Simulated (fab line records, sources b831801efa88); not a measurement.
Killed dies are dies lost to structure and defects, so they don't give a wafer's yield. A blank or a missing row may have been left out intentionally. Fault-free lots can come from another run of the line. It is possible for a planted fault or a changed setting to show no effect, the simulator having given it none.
Which tool did it? | flow gf180mcu | 14 lots with 42 wafers sampled at 5 steps, on a route of 602 steps

## WHAT EACH GAUGE READ, for each wafer
GF_HV_LDD_OVL_MEAS_20. Usual: HV_LDD_01_OVL gives -0.3 nm (standard deviation 1.6).
lot  | measured     | on         | HV_LDD_01_OVL (nm) | flag
L171 | day 10 19:18 | overlay-01 | 0.3 -1.8 -1.3      |
L172 | day 11 04:19 | overlay-01 | 2.2 3.2 0.3        |
L174 | day 11 19:41 | overlay-01 | -0.9 0.4 -0.2      |
L176 | day 12 09:03 | overlay-01 | -1.2 -1.0 1.0      |
L178 | day 12 20:23 | overlay-01 | -1.7 -0.5 -1.1     |
L180 | day 13 13:23 | overlay-01 | 0.9 0.3 0.2        |
L181 | day 13 23:08 | overlay-01 | -1.6 -1.4 -1.2     |
L182 | day 14 02:19 | overlay-01 | -1.9 -2.8 0.1      |
L183 | day 14 12:56 | overlay-01 | -0.1 -0.7 -0.9     |
L187 | day 15 19:50 | overlay-01 | -2.8 -2.6 -1.2     |
L188 | day 16 01:19 | overlay-02 | 0.0 1.2 0.7        |
L190 | day 16 18:38 | overlay-02 | 3.6 2.5 3.5        |
L192 | day 17 06:22 | overlay-01 | 1.8 0.1 -0.9       |
L194 | day 18 06:52 | overlay-01 | -1.7 0.3 -1.3      |

GF_HV_LDD_OVL_MEAS_47. Usual: HV_LDD_03_OVL gives 0.1 nm (standard deviation 1.3).
lot  | measured     | on         | HV_LDD_03_OVL (nm) | flag
L171 | day 12 10:01 | overlay-01 | -2.3 0.4 -2.8      |
L172 | day 12 19:13 | overlay-01 | -1.6 -0.6 -1.2     |
L174 | day 13 11:08 | overlay-01 | -0.6 -0.4 0.5      |
L176 | day 14 15:56 | overlay-01 | 0.0 -0.8 -0.1      |
L178 | day 14 13:54 | overlay-01 | -1.5 -2.3 -1.4     |
L180 | day 15 07:10 | overlay-02 | 1.0 2.1 -1.9       |
L181 | day 15 18:35 | overlay-01 | 1.9 0.8 0.2        |
L182 | day 15 22:05 | overlay-02 | -0.1 1.2 -0.3      |
L183 | day 16 09:01 | overlay-01 | 4.2 1.3 1.0        |
L187 | day 17 18:58 | overlay-01 | -0.1 -0.2 -0.1     |
L188 | day 21 05:05 | overlay-02 | 1.6 0.9 3.0        |
L190 | day 18 18:16 | overlay-02 | 0.4 0.2 1.0        |
L192 | day 19 06:55 | overlay-01 | -1.4 0.5 -3.6      |
L194 | day 20 07:48 | overlay-02 | 1.8 1.0 0.4        |

GF_PSD_RS_MEAS_15: measures by four-point-probe. Usual: PSD_RS gives 108.55 ohm/sq (standard deviation 0.3).
lot  | measured     | on            | PSD_RS (ohm/sq)      | flag
L171 | day 14 05:41 | film metro-02 | 108.73 108.55 108.44 |
L172 | day 14 16:12 | film metro-01 | 108.62 108.91 108.85 |
L174 | day 15 08:40 | film metro-02 | 108.66 108.14 108.82 |
L176 | day 16 16:02 | film metro-04 | 108.72 108.67 108.48 |
L178 | day 16 13:53 | film metro-04 | 108.68 108.37 108.42 |
L180 | day 17 09:47 | film metro-04 | 108.82 108.55 109.16 |
L181 | day 17 21:27 | film metro-02 | 108.25 108.09 108.17 |
L182 | day 18 01:55 | film metro-01 | 108.56 108.63 108.63 |
L183 | day 18 12:12 | film metro-04 | 109.00 109.23 108.68 |
L187 | day 20 00:11 | film metro-02 | 108.29 108.58 108.45 |
L188 | day 23 08:10 | film metro-01 | 108.41 108.02 108.31 |
L190 | day 21 04:32 | film metro-02 | 108.41 108.46 108.41 |
L192 | day 21 11:03 | film metro-04 | 108.66 108.85 108.95 |
L194 | day 22 12:27 | film metro-02 | 108.31 108.17 108.35 |

GF_V2_THK_MEAS_03. Usual: V2_CVD_02_THK gives 841 nm (standard deviation 10).
lot  | measured     | on            | V2_CVD_02_THK (nm) | flag
L171 | day 19 05:36 | film metro-01 | 835 822 836        |
L172 | day 19 16:17 | film metro-01 | 840 856 851        |
L174 | day 20 11:53 | film metro-01 | 836 837 849        |
L176 | day 21 19:18 | film metro-04 | 823 831 858        |
L178 | day 21 18:22 | film metro-03 | 829 836 840        |
L180 | day 22 13:29 | film metro-04 | 844 846 855        |
L181 | day 23 02:34 | film metro-04 | 841 846 856        |
L182 | day 23 07:37 | film metro-01 | 821 833 833        |
L183 | day 23 16:31 | film metro-01 | 823 834 849        |
L187 | day 25 02:51 | film metro-01 | 831 831 855        |
L188 | day 28 01:27 | film metro-03 | 826 838 845        |
L190 | day 26 04:44 | film metro-04 | 593 588 600        | OFF
L192 | day 26 09:29 | film metro-01 | 592 605 609        | OFF
L194 | day 27 07:25 | film metro-04 | 848 835 862        |

## TOOL THAT RAN EACH LOT (tool first, then ch and the chambers of the sampled wafers, then the start)
lot  | GF_V2_CVD_02
L171 | pecvd-04 ch 0,1,2, day 19 05:32
L172 | pecvd-03 ch 0,2, day 19 16:11
L174 | pecvd-04 ch 0,1, day 20 11:49
L176 | pecvd-02 ch 0,1,2, day 21 19:14
L178 | pecvd-04 ch 0,2, day 21 18:17
L180 | pecvd-04 ch 1,2, day 22 13:25
L181 | pecvd-04 ch 1,2, day 23 02:25
L182 | pecvd-03 ch 1,2, day 23 07:31
L183 | pecvd-03 ch 0,2, day 23 16:26
L187 | pecvd-02 ch 0,1,2, day 25 02:47
L188 | pecvd-02 ch 0,1, day 28 01:23
L190 | pecvd-03 ch 1,2, day 26 04:39
L192 | pecvd-03 ch 0,2, day 26 09:25
L194 | pecvd-02 ch 0,2, day 27 07:21
- GF_V2_CVD_02: deposits SiO2 from TEOS, target thk 850 nm, time 94.851 s.

## AS READ BY THE TOOLS THEMSELVES (means over the sampled wafers that have a number; for cases with no such wafer, the mark the record gives instead)
GF_V2_CVD_02. Usual: heater power w reads 698 W (standard deviation 93).
lot  | tool     | heater power w (W) | flag
L171 | pecvd-04 | 752                |
L172 | pecvd-03 | 683                |
L174 | pecvd-04 | 753                |
L176 | pecvd-02 | 720                |
L178 | pecvd-04 | 736                |
L180 | pecvd-04 | 742                |
L181 | pecvd-04 | 717                |
L182 | pecvd-03 | 604                |
L183 | pecvd-03 | 698                |
L187 | pecvd-02 | 670                |
L188 | pecvd-02 | 629                |
L190 | pecvd-03 | 673                |
L192 | pecvd-03 | 700                |
L194 | pecvd-02 | 603                |

## THE ANSWER, worked out from the rows above alone
Rule: take the mean of a lot's wafers that have a number; if it is more than 3 standard deviations from the usual mean, the lot is off. Also off: a lot with no number at a reading for which 4 or more lots have one. The other lots that the step has rows for count as sound. After the gauges, taken in route order, come the tools' own readings; for these a lot's mean is taken, as printed above. At the first step where some lot is off, the reading lying furthest off is the one used; lots without a number count as furthest.
Off: L190, L192, at GF_V2_THK_MEAS_03 (V2_CVD_02_THK).
A tool fits if, at a process step before that reading, it ran every lot that is off, and no sound lot after the first of them. Those tools and the gauges at GF_V2_THK_MEAS_03 are tried in the same way. One candidate fits, namely pecvd-03 at GF_V2_CVD_02. A fault onset in the window from L183 (day 23 16:26, its last sound lot) to L190 (day 26 04:39, its first lot off) fits.

## WHAT WAS PUT IN BY THE SIMULATOR
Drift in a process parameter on pecvd-03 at GF_V2_CVD_02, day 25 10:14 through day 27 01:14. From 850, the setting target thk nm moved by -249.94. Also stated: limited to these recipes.
Shown lots that were struck: L190, L192. The rule given above showed the same thing.
